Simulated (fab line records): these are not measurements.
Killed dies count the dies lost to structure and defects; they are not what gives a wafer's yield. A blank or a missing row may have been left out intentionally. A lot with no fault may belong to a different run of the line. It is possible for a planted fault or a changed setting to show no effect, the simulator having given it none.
The tool behind it: which one? / flow gf180mcu / Sampling: 11 lots, 33 wafers, 4 of 602 route steps

## WHAT THE GAUGES SHOWED, per wafer
GF_V4_RS_MEAS_24: measures by four-point-probe.
lot=L936; measured=day 24 10:13; on=film_metro-04; V4_W_RS (ohm/sq)=0.332 0.328 0.330
lot=L937; measured=day 25 02:58; on=film_metro-01; V4_W_RS (ohm/sq)=0.323 0.333 0.329
lot=L940; measured=day 25 20:31; on=film_metro-01; V4_W_RS (ohm/sq)=0.339 0.329 0.334
lot=L941; measured=day 26 05:37; on=film_metro-01; V4_W_RS (ohm/sq)=0.328 0.329 0.329
lot=L943; measured=day 27 04:07; on=film_metro-04; V4_W_RS (ohm/sq)=0.335 0.329 0.337
lot=L945; measured=day 27 11:28; on=film_metro-01; V4_W_RS (ohm/sq)=0.329 0.335 0.329
lot=L944; measured=day 27 13:58; on=film_metro-03; V4_W_RS (ohm/sq)=0.332 0.337 0.330
lot=L951; measured=day 29 02:07; on=film_metro-04; V4_W_RS (ohm/sq)=0.332 0.333 0.333
lot=L952; measured=day 29 06:27; on=film_metro-03; V4_W_RS (ohm/sq)=0.258 0.255 0.258
lot=L954; measured=day 30 01:13; on=film_metro-04; V4_W_RS (ohm/sq)=0.260 0.256 0.258
lot=L958; measured=day 30 23:23; on=film_metro-03; V4_W_RS (ohm/sq)=0.322 0.324 0.330

GF_V4_THK_MEAS_25: measures by xrf.
lot=L936; measured=day 24 10:20; on=film_metro-04; V4_W_THK (nm)=338 343 342
lot=L937; measured=day 25 03:04; on=film_metro-01; V4_W_THK (nm)=351 342 346
lot=L940; measured=day 25 20:38; on=film_metro-01; V4_W_THK (nm)=335 344 341
lot=L941; measured=day 26 05:43; on=film_metro-01; V4_W_THK (nm)=353 354 356
lot=L943; measured=day 27 04:14; on=film_metro-04; V4_W_THK (nm)=337 342 336
lot=L945; measured=day 27 11:35; on=film_metro-01; V4_W_THK (nm)=350 345 352
lot=L944; measured=day 27 14:04; on=film_metro-03; V4_W_THK (nm)=345 341 347
lot=L951; measured=day 29 02:14; on=film_metro-04; V4_W_THK (nm)=339 341 341
lot=L952; measured=day 29 06:34; on=film_metro-03; V4_W_THK (nm)=437 439 438
lot=L954; measured=day 30 01:19; on=film_metro-04; V4_W_THK (nm)=432 439 437
lot=L958; measured=day 30 23:31; on=film_metro-03; V4_W_THK (nm)=350 351 344

## TOOL THAT RAN EACH LOT (tool first, then ch and the chambers of the sampled wafers, then the start)
lot=L936; GF_V4_CMP_04=cmp-02 ch 2,3, day 23 11:11; GF_V4_CVD_23=cvd_w-01 ch 0,1, day 24 10:05
lot=L937; GF_V4_CMP_04=cmp-01 ch 0,2,3, day 24 03:47; GF_V4_CVD_23=cvd_w-02 ch 0,1, day 25 02:50
lot=L940; GF_V4_CMP_04=cmp-01 ch 0,1,2, day 24 22:12; GF_V4_CVD_23=cvd_w-02 ch 0,1, day 25 20:25
lot=L941; GF_V4_CMP_04=cmp-01 ch 0,1,2, day 25 07:11; GF_V4_CVD_23=cvd_w-02 ch 1, day 26 05:26
lot=L943; GF_V4_CMP_04=cmp-01 ch 1,2,3, day 26 05:47; GF_V4_CVD_23=cvd_w-02 ch 0,1, day 27 03:59
lot=L945; GF_V4_CMP_04=cmp-01 ch 1,3, day 26 13:50; GF_V4_CVD_23=cvd_w-02 ch 0,1, day 27 11:22
lot=L944; GF_V4_CMP_04=cmp-02 ch 1,2,3, day 26 15:55; GF_V4_CVD_23=cvd_w-02 ch 0,1, day 27 13:49
lot=L951; GF_V4_CMP_04=cmp-01 ch 1,2,3, day 28 05:30; GF_V4_CVD_23=cvd_w-01 ch 0,1, day 29 01:59
lot=L952; GF_V4_CMP_04=cmp-02 ch 0,2,3, day 28 09:45; GF_V4_CVD_23=cvd_w-01 ch 0,1, day 29 06:20
lot=L954; GF_V4_CMP_04=cmp-01 ch 0,2,3, day 29 04:37; GF_V4_CVD_23=cvd_w-01 ch 0,1, day 30 01:07
lot=L958; GF_V4_CMP_04=cmp-01 ch 0,2,3, day 30 03:26; GF_V4_CVD_23=cvd_w-02 ch 0,1, day 30 23:17
- GF_V4_CMP_04: polishes SiO2.
- GF_V4_CVD_23: deposits W, target thk 350 nm, time 104.9 s.

## WHAT THE TOOLS THEMSELVES READ (means of the sampled wafers that have a number; where no wafer has one, the mark that the record gives instead)
GF_V4_CMP_04.
lot=L936; tool=cmp-02; motor_current_A (A)=12.3; time_to_endpoint_s (s)=78
lot=L937; tool=cmp-01; motor_current_A (A)=12.2; time_to_endpoint_s (s)=73
lot=L940; tool=cmp-01; motor_current_A (A)=12.8; time_to_endpoint_s (s)=69
lot=L941; tool=cmp-01; motor_current_A (A)=12.7; time_to_endpoint_s (s)=72
lot=L943; tool=cmp-01; motor_current_A (A)=11.6; time_to_endpoint_s (s)=73
lot=L945; tool=cmp-01; motor_current_A (A)=11.2; time_to_endpoint_s (s)=78
lot=L944; tool=cmp-02; motor_current_A (A)=12.4; time_to_endpoint_s (s)=74
lot=L951; tool=cmp-01; motor_current_A (A)=11.5; time_to_endpoint_s (s)=74
lot=L952; tool=cmp-02; motor_current_A (A)=11.5; time_to_endpoint_s (s)=80
lot=L954; tool=cmp-01; motor_current_A (A)=12.6; time_to_endpoint_s (s)=81
lot=L958; tool=cmp-01; motor_current_A (A)=12.1; time_to_endpoint_s (s)=77

GF_V4_CVD_23.
lot=L936; tool=cvd_w-01; chamber_pressure_Torr (Torr)=39.96; heater_power_outer_w (W)=428; heater_power_w (W)=729
lot=L937; tool=cvd_w-02; chamber_pressure_Torr (Torr)=40.02; heater_power_outer_w (W)=640; heater_power_w (W)=1045
lot=L940; tool=cvd_w-02; chamber_pressure_Torr (Torr)=40.11; heater_power_outer_w (W)=628; heater_power_w (W)=1045
lot=L941; tool=cvd_w-02; chamber_pressure_Torr (Torr)=40.13; heater_power_outer_w (W)=645; heater_power_w (W)=1086
lot=L943; tool=cvd_w-02; chamber_pressure_Torr (Torr)=40.06; heater_power_outer_w (W)=605; heater_power_w (W)=1039
lot=L945; tool=cvd_w-02; chamber_pressure_Torr (Torr)=39.96; heater_power_outer_w (W)=626; heater_power_w (W)=1051
lot=L944; tool=cvd_w-02; chamber_pressure_Torr (Torr)=40.04; heater_power_outer_w (W)=625; heater_power_w (W)=1049
lot=L951; tool=cvd_w-01; chamber_pressure_Torr (Torr)=40.02; heater_power_outer_w (W)=420; heater_power_w (W)=722
lot=L952; tool=cvd_w-01; chamber_pressure_Torr (Torr)=67.64; heater_power_outer_w (W)=438; heater_power_w (W)=724
lot=L954; tool=cvd_w-01; chamber_pressure_Torr (Torr)=67.66; heater_power_outer_w (W)=431; heater_power_w (W)=724
lot=L958; tool=cvd_w-02; chamber_pressure_Torr (Torr)=40.09; heater_power_outer_w (W)=603; heater_power_w (W)=1027

## THE ANSWER, worked out from the rows above alone
Rule: the usual values come from the lots themselves. Put in order of their means at a reading, lots are off if they are a third of the lots or fewer, leave a main group of 4 or more, and stand apart from it by a gap of 3 or more times the standard deviation of the main group's means; of several such gaps the widest counts. Not used: any main group whose means are identical at the precision the tables above print for the reading. A lot without any number at a reading at which 4 lots or more have one is off too. Where the step has rows for the other lots, those lots are counted as sound. Order of review: gauges by route order, followed by the tools' own readings, for which a lot's mean as printed above is used. The first step at which some lot is off is used, and at that step the reading that is off furthest; a lot without a number counts as furthest.
Off: at GF_V4_RS_MEAS_24 (V4_W_RS), L952, L954. Mean 0.331 ohm/sq and standard deviation 0.0027 in the main group.
A tool fits if, at a process step before that reading, it ran every lot that is off, and no sound lot after the first of them. Not tried: the gauges at GF_V4_RS_MEAS_24; whatever is off there is also off at GF_V4_CVD_23, on other tools, and gauge error can't account for it. One candidate fits, namely cvd_w-01 at GF_V4_CVD_23. Its last sound lot is L951 (day 29 01:59), its first lot that is off L952 (day 29 06:20): a fault that began between those two fits.
On the lots that are off, the tool's own readings at GF_V4_CVD_23 differ by more than 5 times the standard deviation of the sound lots' means, which bears it out; chamber_pressure_Torr reads 67.65 Torr there versus 40.04 Torr on the sound lots.

## WHAT WAS PUT IN BY THE SIMULATOR
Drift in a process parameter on cvd_w-01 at GF_V4_CVD_23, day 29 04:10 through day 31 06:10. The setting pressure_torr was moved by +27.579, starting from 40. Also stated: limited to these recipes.
Struck lots among those shown: L952, L954. The rule given above showed the same thing.
